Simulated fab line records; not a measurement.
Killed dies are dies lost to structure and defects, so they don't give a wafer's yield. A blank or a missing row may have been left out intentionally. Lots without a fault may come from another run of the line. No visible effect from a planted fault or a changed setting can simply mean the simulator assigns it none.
fab line records ; flow sky130
record: lots: 6; wafers: 18; last-day: 50
route steps=708 shown SONOS_ONO@186 GATE_OXIDE@187 PAD_OPEN@708
lots with no fault: from the same line, run without faults
start-h: the number of hours between the record's first day and the start of the first shown wafer of the lot ; wait-h: time in hours since the lot's previous step ; " the same as in the row above ; L1.1+2: one row covering several wafers at once ; - no value present, or no start provided ; * or withheld: withheld ; < > ~ a bound
route shown NAME@n: a module of which the file shows steps, and the number in the route of the first ; usual: the fault-free wafers' mean and standard deviation ; same: alike in all rows ; chamber/n: place in a boat ; sites: the reading at each site ; _std_site: standard deviation of those values ; _edge_site: outer sites' mean less inner sites' ; radius-mm: for every site, how far away it sits from the centre of the wafer ; mask NAME#n: copy n ; behind: tool/chamber where the wafer was last shaped ; hold: what put the lot on hold/how long, in hours/how the hold closed ; device: which transistor (n, p or np) failed to switch ; end of line: tests of these same wafers at the route's end ; a step without rows: its recipe alone ; killed: not the wafer's yield, but the dies lost to structure and defects at the first sort ; map: per-die view of a wafer (x killed, . not killed, _ where there is no die)
set.NAME: the run value of the setting; set.NAME@STEP: its run value at that earlier step ; model.NAME: the simulator's own value behind a step, which no gauge read
certain route steps with their lots: each step a table, each wafer a row
services: a tool's chamber out of use, with start hour (start-h, from the record's first day; less than 0 if before it), hours out, and reason
== steps ==
step: SKY_SONOS_ONO_WET_ETCH_18
recipe: chemistry: H3PO4; target-depth-nm: 15; target: Si3N4; temp-c: 160; time-s: 172
step: SKY_GATE_OXIDE_CLEAN_00
recipe: chemistry: SC1/SC2; mix: 1:4:20; temp-c: 70; time-s: 150; dry: n2-spin
step: SKY_GATE_OXIDE_OXIDATION_01
recipe: temp-c: 900; ambient: O2; stabilise-s: 600; purge-s: 300; target-thk-a: 102.68; ox-time-s: 1473
step: SKY_GATE_OXIDE_THK_MEAS_02
recipe: reads: SiO2_of_GATE_OXIDE_OXIDATION_01
usual: GATE_OXIDE_OXIDATION_00_THK: 10.26/0.22
lot.wafer;tool;chamber;start-h;wait-h;GATE_OXIDE_OXIDATION_00_THK[nm]
L944.2;film-metro-03;-;312.09;0.0;10.42
L944.3;film-metro-03;-;312.09;0.0;10.55
L944.6;film-metro-03;-;312.09;0.0;10.31
L947.1;film-metro-03;-;335.07;0.0;10.03
L947.2;film-metro-03;-;335.07;0.0;10.07
L947.5;film-metro-03;-;335.07;0.0;10.07
L949.3;film-metro-04;-;377.19;0.0;10.62
L949.5;film-metro-04;-;377.19;0.0;10.76
L949.6;film-metro-04;-;377.19;0.0;10.56
L953.2;film-metro-01;-;391.50;0.0;10.41
L953.3;film-metro-01;-;391.50;0.0;10.32
L953.4;film-metro-01;-;391.50;0.0;10.33
L959.1;film-metro-03;-;437.79;0.0;10.27
L959.2;film-metro-03;-;437.79;0.0;10.11
L959.6;film-metro-03;-;437.79;0.0;10.29
L962.3;film-metro-01;-;467.07;0.0;10.30
L962.4;film-metro-01;-;467.07;0.0;10.46
L962.6;film-metro-01;-;467.07;0.0;10.31
step: SKY_GATE_OXIDE_DEHYDRATE_03
recipe: temp-c: 200; time-s: 60
step: SKY_GATE_OXIDE_HMDS_04
recipe: prime-time-s: 60; prime-temp-c: 120
step: SKY_GATE_OXIDE_COAT_05
recipe: resist: NOVOLAK; spin-rpm: 3000; resist-thk-nm: 1140
step: SKY_GATE_OXIDE_SOFTBAKE_06
recipe: temp-c: 90; time-s: 60; resist: NOVOLAK
step: SKY_GATE_OXIDE_EXPOSE_07
recipe: mask-id: LVOM; na: 0.6; source-shape: conventional; sigma-outer: 0.6; polarization: unpolarized; target-cd-nm: 600; dose-mj: 170
step: SKY_GATE_OXIDE_PEB_08
recipe: temp-c: withheld; time-s: *; resist: NOVOLAK
step: SKY_GATE_OXIDE_DEVELOP_09
recipe: resist: NOVOLAK; developer: TMAH; develop-time-s: 60; dev-temp-c: 23
step: SKY_GATE_OXIDE_OVL_MEAS_10
usual: GATE_OXIDE_OVL: -0.6/1.3
lot.wafer;tool;chamber;start-h;wait-h;GATE_OXIDE_OVL[nm]
L944.2;overlay-01;-;339.48;0.1;-0.9
L944.3;overlay-01;-;339.48;0.1;-0.8
L944.6;overlay-01;-;339.48;0.1;-1.0
L947.1;overlay-01;-;363.35;0.1;-0.2
L947.2;overlay-01;-;363.35;0.1;1.3
L947.5;overlay-01;-;363.35;0.1;-0.2
L949.3;overlay-01;-;407.21;0.1;-1.2
L949.5;overlay-01;-;407.21;0.1;-1.3
L949.6;overlay-01;-;407.21;0.1;-0.2
L953.2;overlay-02;-;421.43;0.1;-2.4
L953.3;overlay-02;-;421.43;0.1;-2.9
L953.4;overlay-02;-;421.43;0.1;-2.0
L959.1;overlay-02;-;468.97;0.1;-2.3
L959.2;overlay-02;-;468.97;0.1;-2.0
L959.6;overlay-02;-;468.97;0.1;-0.1
L962.3;overlay-01;-;498.76;0.1;-0.7
L962.4;overlay-01;-;498.76;0.1;0.5
L962.6;overlay-01;-;498.76;0.1;-2.4
step: SKY_GATE_OXIDE_IMPLANT_11
recipe: species: B; energy-kev: 10; dose-cm2: 2.6e+12; tilt-deg: withheld
usual: dose-ions-cm2: 2.5995e+12/2.8e+09; faraday-current-uA: 14.72/0.27
lot.wafer;tool;chamber;start-h;wait-h;dose-ions-cm2;faraday-current-uA
L944.2;implanter-02;0;339.53;0.0;2.5952e+12;14.47
L944.3;implanter-02;0;339.53;0.0;2.6009e+12;14.67
L944.6;implanter-02;0;339.53;0.0;2.6033e+12;14.56
L947.1;implanter-04;0;363.38;0.0;2.6006e+12;15.17
L947.2;implanter-04;0;363.38;0.0;2.5952e+12;14.26
L947.5;implanter-04;0;363.38;0.0;2.6016e+12;14.59
L949.3;implanter-04;0;407.28;0.1;1.7172e+12;9.31
L949.5;implanter-04;0;407.28;0.1;1.7098e+12;9.63
L949.6;implanter-04;0;407.28;0.1;1.7126e+12;9.76
L953.2;implanter-04;0;421.49;0.0;1.7149e+12;9.81
L953.3;implanter-04;0;421.49;0.0;1.7106e+12;9.54
L953.4;implanter-04;0;421.49;0.0;1.7098e+12;9.86
L959.1;implanter-01;0;469.01;0.0;2.5992e+12;14.21
L959.2;implanter-01;0;469.01;0.0;2.5942e+12;14.25
L959.6;implanter-01;0;469.01;0.0;2.5979e+12;14.34
L962.3;implanter-01;0;498.83;0.1;2.6009e+12;14.40
L962.4;implanter-01;0;498.83;0.1;2.5967e+12;14.50
L962.6;implanter-01;0;498.83;0.1;2.6003e+12;14.91
step: SKY_GATE_OXIDE_WET_ETCH_12
recipe: chemistry: dHF; target-depth-nm: 16.8; dry: n2-spin; target: SiO2; dilution: 100:1; temp-c: 25; time-s: 336
step: SKY_GATE_OXIDE_STRIP_13
recipe: chemistry: O2/N2; power-w: 1400; pressure-mtorr: 1500; platen-temp-c: withheld; o2-flow-sccm: 3000; n2-flow-sccm: 300; overash-fraction: 0.5
usual: drypump-motor-current-A: 6.1/0.33; oes-product-au: 0.715/0.0049; strip-time-to-endpoint-s: 14.21/0.045
lot.wafer;tool;chamber;start-h;wait-h;drypump-motor-current-A;oes-product-au;rf-hours-counter-h;strip-time-to-endpoint-s
L944.2;plasma-asher-04;1;339.76;0.0;6.0;0.713;53;14.25
L944.3;plasma-asher-04;0;339.76;0.0;6.5;0.711;-;14.29
L944.6;plasma-asher-04;0;339.76;0.0;6.5;0.714;-;14.28
L947.1;plasma-asher-01;1;363.63;0.0;5.7;0.711;62;14.23
L947.2;plasma-asher-01;0;363.63;0.0;6.5;0.715;62;14.18
L947.5;plasma-asher-01;1;363.63;0.0;5.7;0.717;-;14.24
L949.3;plasma-asher-04;0;407.52;0.0;6.5;0.719;-;14.29
L949.5;plasma-asher-04;1;407.52;0.0;6.0;0.722;-;14.27
L949.6;plasma-asher-04;0;407.52;0.0;6.5;0.710;-;14.27
L953.2;plasma-asher-03;0;421.72;0.0;6.1;0.718;74;14.16
L953.3;plasma-asher-03;1;421.72;0.0;5.7;0.715;-;14.14
L953.4;plasma-asher-03;0;421.72;0.0;6.1;0.709;-;14.17
L959.1;plasma-asher-04;0;469.26;0.0;6.5;0.713;66;14.11
L959.2;plasma-asher-04;1;469.26;0.0;6.0;0.720;66;14.21
L959.6;plasma-asher-04;0;469.26;0.0;6.5;0.713;-;14.21
L962.3;plasma-asher-04;1;499.07;0.0;6.0;0.718;-;14.24
L962.4;plasma-asher-04;0;499.07;0.0;6.5;0.715;-;14.20
L962.6;plasma-asher-04;1;499.07;0.0;6.0;0.710;-;14.21
step: SKY_GATE_OXIDE_TW_MEAS_14
usual: GATE_OXIDE_TW: 224.8/1
lot.wafer;tool;chamber;start-h;wait-h;GATE_OXIDE_TW
L944.2;film-metro-04;-;339.87;0.1;224.4
L944.3;film-metro-04;-;339.87;0.1;225.7
L944.6;film-metro-04;-;339.87;0.1;226.1
L947.1;film-metro-03;-;363.73;0.1;223.9
L947.2;film-metro-03;-;363.73;0.1;224.1
L947.5;film-metro-03;-;363.73;0.1;224.1
L949.3;film-metro-04;-;407.60;0.1;199.6
L949.5;film-metro-04;-;407.60;0.1;200.5
L949.6;film-metro-04;-;407.60;0.1;199.6
L953.2;film-metro-04;-;421.83;0.1;200.0
L953.3;film-metro-04;-;421.83;0.1;199.6
L953.4;film-metro-04;-;421.83;0.1;200.1
L959.1;film-metro-04;-;469.36;0.1;224.8
L959.2;film-metro-04;-;469.36;0.1;225.1
L959.6;film-metro-04;-;469.36;0.1;223.7
L962.3;film-metro-04;-;499.15;0.1;225.6
L962.4;film-metro-04;-;499.15;0.1;226.1
L962.6;film-metro-04;-;499.15;0.1;226.1
step: SKY_GATE_OXIDE_CLEAN_15
recipe: chemistry: SC1/SC2; mix: 1:4:20; temp-c: 70; time-s: 150; dry: n2-spin
step: SKY_PAD_OPEN_PROBE_99
usual: killed_at_M0_to_M3: 43/7.3; killed_at_M4_up: 3.2/1.9; killed-at-contacts: 25/5.4; killed-at-front-end: 16/4.4; killed-at-other: 0.4/0.66; killed-dies: 87/11; killed-open: 48/7.9; killed-short: 39/6.5
same: gross-dies: 492; killed-at-back-side: 0
lot.wafer;tool;chamber;start-h;wait-h;killed_at_M0_to_M3;killed_at_M4_up;killed-at-contacts;killed-at-front-end;killed-at-other;killed-dies;killed-open;killed-short;model.etest.tip-p.rs-ohm-sq;model.etest.pfet_01v8.r-on-ohm-um;model.etest.nfet_01v8_lvt.drive-ua-um;model.etest.nfet_01v8.drive-ua-um;model.etest.nfet_01v8_turned.drive-ua-um;model.etest.nfet_01v8_swapped.drive-ua-um;model.etest.sram-nfet-pass.drive-ua-um;model.etest.nfet_01v8.r-on-ohm-um
L944.2;prober-02;-;1107.57;0.1;41;2;19;22;2;86;46;39;6784;2878;572.9;505;506.5;505.5;483.7;826.7
L944.3;prober-02;-;1107.62;0.2;46;2;34;13;0;95;61;34;6800;2902;576.6;511.5;510.2;508;496.9;821.8
L944.6;prober-02;-;1107.77;0.2;58;2;31;22;0;113;59;54;6730;2892;568.3;497.9;498.2;495.9;486.9;841.5
L947.1;prober-02;-;1129.66;0.1;42;5;33;16;0;96;62;34;6683;2865;540.7;472.8;476.6;476.4;446.8;875.7
L947.2;prober-02;-;1129.71;0.1;48;2;28;12;0;90;55;35;6710;2858;555;483.4;487.5;485.8;466.8;865.4
L947.5;prober-02;-;1129.86;0.2;39;5;32;17;0;93;44;49;6700;2859;558.5;485.4;484.6;484.8;462.2;847.6
L949.3;prober-02;-;1155.37;0.2;44;2;20;11;0;77;47;30;7410;3216;613.9;534.7;540.3;540.5;517.7;789.8
L949.5;prober-02;-;1155.47;0.2;40;1;23;17;0;81;49;31;7396;3236;633.1;555.7;550.7;554.8;517.7;787.2
L949.6;prober-02;-;1155.52;0.2;52;7;22;22;0;103;61;41;7391;3312;609.5;531.9;535.4;532.9;522.5;813.9
L953.2;prober-02;-;1165.55;0.1;46;4;26;17;0;93;45;48;7371;3207;638.7;565;568.8;563.4;557.1;770.3
L953.3;prober-02;-;1165.60;0.2;50;6;22;21;0;99;57;42;7398;3307;631.5;551.8;550.3;549.5;526.5;796
L953.4;prober-02;-;1165.65;0.2;35;4;35;27;0;101;59;41;7355;3271;643.6;563.8;562.8;560.2;540.6;788.4
L959.1;prober-01;-;1195.55;0.1;46;1;25;12;0;84;50;34;6995;2986;551.5;483.8;484.7;484.4;452.7;862.8
L959.2;prober-01;-;1195.60;0.1;42;0;19;8;0;69;41;28;6926;3082;550.5;481.7;483.5;483.2;458.8;873.3
L959.6;prober-01;-;1195.80;0.2;43;7;15;14;1;80;42;37;6943;2986;563.8;490.2;489.6;489.4;465.3;842.8
L962.3;prober-01;-;1205.05;0.2;41;5;15;15;1;77;43;34;6860;3051;559.2;483.4;486.4;486.3;483.7;870.4
L962.4;prober-01;-;1205.10;0.2;58;8;32;19;0;117;64;53;6876;3049;551.6;482.2;486.9;482.6;468.7;872.8
L962.6;prober-01;-;1205.20;0.2;47;1;24;20;1;93;47;45;6929;3016;570.2;498.6;497.9;500.6;492.9;853.9
killed by level:class
L944.2 POLY_GATE:geometric-particle:open=9 CONTACT:geometric-particle:open=9 VIA3:geometric-particle:open=7 VIA3:geometric-particle:short=6 VIA1:geometric-particle:open=6 POLY_GATE:geometric-particle:short=5 CONTACT:geometric-particle:short=5 VIA1:geometric-particle:short=5
L944.3 CONTACT:geometric-particle:open=16 VIA1:geometric-particle:open=10 CONTACT:geometric-particle:short=8 VIA2:geometric-particle:open=8 METAL2:geometric-particle:short=7 VIA3:geometric-particle:open=6 LI_CONTACT:geometric-particle:open=4 METAL1:geometric-particle:short=4
L944.6 VIA1:geometric-particle:open=12 CONTACT:geometric-particle:open=10 VIA3:geometric-particle:open=10 METAL2:geometric-particle:short=8 METAL1:geometric-particle:short=8 LI_CONTACT:geometric-particle:open=7 FIELD_ISO:geometric-particle:short=6 VIA1:geometric-particle:short=6
L947.1 CONTACT:geometric-particle:open=20 VIA1:geometric-particle:open=12 VIA2:geometric-particle:open=9 LI_CONTACT:geometric-particle:open=7 METAL1:geometric-particle:short=6 FIELD_ISO:geometric-particle:open=5 FIELD_ISO:geometric-particle:short=4 METAL4:geometric-particle:short=4
L947.2 VIA1:geometric-particle:open=18 LI_CONTACT:geometric-particle:open=12 CONTACT:geometric-particle:short=7 CONTACT:geometric-particle:open=7 METAL1:geometric-particle:short=5 METAL2:geometric-particle:short=5 VIA1:geometric-particle:short=4 METAL2:geometric-particle:open=4
L947.5 CONTACT:geometric-particle:open=11 LI_CONTACT:geometric-particle:open=9 VIA1:geometric-particle:short=9 VIA1:geometric-particle:open=8 METAL2:geometric-particle:short=7 FIELD_ISO:geometric-particle:short=6 CONTACT:geometric-particle:short=6 FIELD_ISO:geometric-particle:open=4
L949.3 VIA1:geometric-particle:open=8 CONTACT:geometric-particle:open=7 VIA2:geometric-particle:open=7 LI_CONTACT:geometric-particle:open=5 METAL1:geometric-particle:short=5 VIA3:geometric-particle:open=5 FIELD_ISO:geometric-particle:open=4 SPACER:geometric-particle:open=4
L949.5 VIA1:geometric-particle:open=14 CONTACT:geometric-particle:open=7 FIELD_ISO:geometric-particle:open=6 LI_CONTACT:geometric-particle:open=6 VIA1:geometric-particle:short=5 FIELD_ISO:geometric-particle:short=4 METAL1:geometric-particle:short=4 LOCAL_INTERCONNECT:geometric-particle:short=4
L949.6 VIA1:geometric-particle:open=15 VIA3:geometric-particle:open=9 FIELD_ISO:geometric-particle:short=7 CONTACT:geometric-particle:open=7 LI_CONTACT:geometric-particle:open=7 VIA1:geometric-particle:short=6 VIA2:geometric-particle:open=6 FIELD_ISO:geometric-particle:open=5
L953.2 CONTACT:geometric-particle:open=10 VIA3:geometric-particle:open=7 FIELD_ISO:geometric-particle:open=6 METAL2:geometric-particle:short=6 VIA1:geometric-particle:open=6 CONTACT:geometric-particle:short=6 METAL3:geometric-particle:short=6 VIA1:geometric-particle:short=6
L953.3 VIA1:geometric-particle:open=11 VIA2:geometric-particle:open=9 POLY_GATE:geometric-particle:short=7 LI_CONTACT:geometric-particle:open=7 VIA3:geometric-particle:open=7 POLY_GATE:geometric-particle:open=6 CONTACT:geometric-particle:open=6 CONTACT:geometric-particle:short=5
L953.4 FIELD_ISO:geometric-particle:open=11 CONTACT:geometric-particle:open=11 LOCAL_INTERCONNECT:geometric-particle:short=10 FIELD_ISO:geometric-particle:short=7 LI_CONTACT:geometric-particle:open=7 VIA2:geometric-particle:open=7 VIA3:geometric-particle:open=7 POLY_GATE:geometric-particle:open=5
L959.1 CONTACT:geometric-particle:open=11 METAL1:geometric-particle:short=9 VIA1:geometric-particle:open=9 VIA2:geometric-particle:open=7 VIA3:geometric-particle:open=7 LI_CONTACT:geometric-particle:open=5 METAL2:geometric-particle:short=5 VIA1:geometric-particle:short=4
L959.2 METAL1:geometric-particle:short=10 CONTACT:geometric-particle:open=9 VIA3:geometric-particle:open=9 FIELD_ISO:geometric-particle:open=6 VIA1:geometric-particle:open=6 LI_CONTACT:geometric-particle:open=4 METAL2:geometric-particle:short=4 VIA1:geometric-particle:short=3
L959.6 VIA3:geometric-particle:open=9 METAL1:geometric-particle:short=7 VIA1:geometric-particle:open=7 METAL4:geometric-particle:short=7 LI_CONTACT:geometric-particle:open=6 CONTACT:geometric-particle:open=6 VIA2:geometric-particle:open=6 FIELD_ISO:geometric-particle:open=4
L962.3 VIA1:geometric-particle:open=10 VIA3:geometric-particle:open=8 LI_CONTACT:geometric-particle:open=6 METAL1:geometric-particle:short=5 FIELD_ISO:geometric-particle:short=4 POLY_GATE:geometric-particle:open=4 POLY_GATE:geometric-particle:short=4 METAL2:geometric-particle:short=4
L962.4 CONTACT:geometric-particle:open=16 VIA3:geometric-particle:open=10 METAL1:geometric-particle:short=8 VIA1:geometric-particle:open=8 VIA1:geometric-particle:short=8 CONTACT:geometric-particle:short=7 METAL2:geometric-particle:short=7 FIELD_ISO:geometric-particle:open=6
L962.6 VIA1:geometric-particle:open=11 CONTACT:geometric-particle:short=7 METAL1:geometric-particle:short=7 VIA2:geometric-particle:open=7 FIELD_ISO:geometric-particle:open=5 LI_CONTACT:geometric-particle:open=5 CONTACT:geometric-particle:open=5 METAL2:geometric-particle:short=5
== services ==
tool;chamber;start-h;hours;kind
implanter-01;-;385.33;5.9;pm
implanter-01;-;406.94;21.1;repair
implanter-02;-;411.65;3.3;repair
implanter-04;-;416.27;1.8;repair
plasma-asher-01;-;421.25;9.0;pm
plasma-asher-01;0;421.25;9.0;vent-cycle
plasma-asher-01;1;421.25;9.0;vent-cycle
implanter-01;-;421.82;1.1;repair
implanter-04;-;429.50;6.5;repair
plasma-asher-01;0;430.25;-;clean
plasma-asher-01;1;430.25;-;clean
implanter-01;-;436.08;1.8;repair
implanter-04;-;452.86;6.5;pm
plasma-asher-04;-;462.81;2.6;repair
implanter-02;-;468.66;2.5;repair
implanter-02;-;475.17;2.3;pm
implanter-04;-;485.46;85.9;pm
plasma-asher-01;-;487.41;1.3;repair
== key ==
first-sign: step: SKY_GATE_OXIDE_IMPLANT_11; reading: dose-ions-cm2; direction: down; sigmas: 99+; usual: *; struck: *
effect: step: SKY_GATE_OXIDE_IMPLANT_11; reading: faraday-current-uA; direction: down; sigmas: 18; usual: 14.72; struck: 9.65
effect: step: SKY_GATE_OXIDE_TW_MEAS_14; reading: GATE_OXIDE_TW; direction: down; sigmas: 24; usual: 224.8; struck: 199.9
model-effect: step: SKY_PAD_OPEN_PROBE_99; value: etest.tip-p.rs-ohm-sq; without: 6946; struck: 7387
met-at SKY_GATE_OXIDE_IMPLANT_11
struck-wafers L949.3,L949.5,L949.6,L953.2,L953.3,L953.4
tester-left-out L949,L953
onset-between 363.38 407.28
fault: kind: process-parameter-drift; tool: implanter-04; chamber: -; onset-h: 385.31; steps: SKY_GATE_OXIDE_IMPLANT_11; channel: dose-cm2; offset: *; shape: step; end-h: 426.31; acts-in: *; stated: *
tester-left-out: of these lots the tester's yield and bins aren't shown, on N5 and GAA mostly nor the transistor test; their killed dies are dies lost to structure and defects alone, not to doping, threshold or leakage, so they don't give the yield
